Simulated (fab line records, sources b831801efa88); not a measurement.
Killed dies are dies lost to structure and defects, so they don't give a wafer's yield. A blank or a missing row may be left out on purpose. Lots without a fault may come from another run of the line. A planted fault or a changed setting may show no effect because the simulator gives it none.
Which tool did it? | flow sky130 | 6 lots, 18 wafers sampled, at 4 steps of a route of 708

WHAT THE GAUGES READ, wafer by wafer
SKY_VIA4_THK_MEAS_01.
lot  | measured     | on            | VIA4_HDPCVD_THK (nm)
L378 | day 42 07:48 | film_metro-04 | 1791 1773 1783
L381 | day 42 20:28 | film_metro-04 | 1747 1738 1755
L384 | day 43 17:58 | film_metro-04 | 1730 1735 1724
L390 | day 45 14:19 | film_metro-01 | 1720 1766 1775
L397 | day 47 09:38 | film_metro-04 | 1762 1756 1783
L399 | day 47 10:59 | film_metro-04 | 1792 1755 1747

WHICH TOOL RAN EACH LOT (tool, then ch and the chambers of the sampled wafers, then the start)
lot  | SKY_METAL3_ETCH_17                 | SKY_METAL4_SPUTTER_02        | SKY_METAL4_METAL_ETCH_18
L378 | rie_diel-03 ch 1,2,3, day 39 02:28 | pvd_sputter-01, day 40 05:52 | rie_metal-04 ch 0,1, day 42 06:50
L381 | rie_diel-02 ch 1,3, day 39 15:18   | pvd_sputter-03, day 40 18:32 | rie_metal-04 ch 1, day 42 19:31
L384 | rie_diel-02 ch 0,3, day 40 13:11   | pvd_sputter-03, day 41 16:56 | rie_metal-01 ch 0,1, day 43 16:59
L390 | rie_diel-01 ch 0,1,2, day 42 15:06 | pvd_sputter-04, day 43 16:05 | rie_metal-02 ch 0, day 45 13:08
L397 | rie_diel-01 ch 1,3, day 44 14:03   | pvd_sputter-01, day 45 14:47 | rie_metal-01 ch 0,1, day 47 08:44
L399 | rie_diel-03 ch 0,1,3, day 44 16:08 | pvd_sputter-01, day 45 16:18 | rie_metal-04 ch 0,1, day 47 10:02
- SKY_METAL3_ETCH_17: etches SiO2 in C4F8/O2/Ar, stops on TiN, time 3.9 s, target depth 15 nm.
- SKY_METAL4_SPUTTER_02: material AlCu, target thk 735 nm, time 39.1 s.
- SKY_METAL4_METAL_ETCH_18: etches the open film in Cl2/BCl3, stops on SiO2, target depth 845 nm, time 183.1 s.

THE ANSWER, worked out from the rows above alone
Rule: what is usual is taken from the lots themselves. Put in order of their means at a reading, lots are off if they are a third of the lots or fewer, leave a main group of 4 or more, and stand apart from it by a gap of 3 or more times the standard deviation of the main group's means; of several such gaps the widest counts. A main group whose means are all the same, to the digits that the tables above print for the reading, isn't used. A lot without any number at a reading at which 4 lots or more have one is off too. The other lots that the step has rows for count as sound.
No lot is off at any reading shown: from this, nothing can be told.

WHAT THE SIMULATOR HAD PUT IN
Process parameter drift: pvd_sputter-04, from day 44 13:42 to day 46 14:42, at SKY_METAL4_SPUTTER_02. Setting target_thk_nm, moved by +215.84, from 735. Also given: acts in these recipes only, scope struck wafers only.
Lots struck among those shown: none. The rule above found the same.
